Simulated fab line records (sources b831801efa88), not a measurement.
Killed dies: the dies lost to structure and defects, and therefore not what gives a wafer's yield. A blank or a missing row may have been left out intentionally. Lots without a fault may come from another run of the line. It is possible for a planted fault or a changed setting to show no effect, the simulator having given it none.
Chamber matching	flow sky130	SKY_LI_CONTACT_CMP_24 on cmp-02: 4 sister chambers
The step polishes, stops on PSG, t overpolish 20 s, target thk 0 nm. 4 wafers are shown with their chamber, then 8 later ones without.

== EACH WAFER AND ITS CHAMBER ==
wafer	chamber	motor current A (A)
L804.5	2	13.1
L813.1	3	12.0
L813.2	1	12.2
L815.2	0	9.9

== WAFERS WITH NO CHAMBER GIVEN ==
wafer	motor current A (A)
L815.3	13.4
L815.4	12.4
L817.1	12.2
L817.5	12.8
L817.6	12.0
L819.1	11.8
L819.2	13.4
L819.5	12.5

== THE CHAMBER EACH PASSED THROUGH ==
wafer	from the rows above	in truth
L815.3	2	2
L815.4	can't be placed: 1 or 3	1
L817.1	can't be placed: 1 or 3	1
L817.5	can't be placed: 2 or 1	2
L817.6	can't be placed: 3 or 1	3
L819.1	can't be placed: 3 or 1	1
L819.2	2	2
L819.5	can't be placed: 1 or 3 or 2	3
Placed correctly: 2 of 8. Cannot be placed on the basis of these rows: 6; the candidates contain the true chamber in 6. 0 placed wrongly.
How it was worked out, from the rows above alone: a wafer's distance from a chamber is the root of the sum, over the readings, of the square of ((its reading less the chamber's mean) divided by the reading's scatter). The wafer belongs to the nearest chamber; if the next one is less than 2 further off, it can't be placed. Each chamber's mean is taken over the wafers shown for it. The scatter (one wafer shown for each chamber): square how far every hidden wafer sits from the nearest shown wafer, average those squares and take the square root.
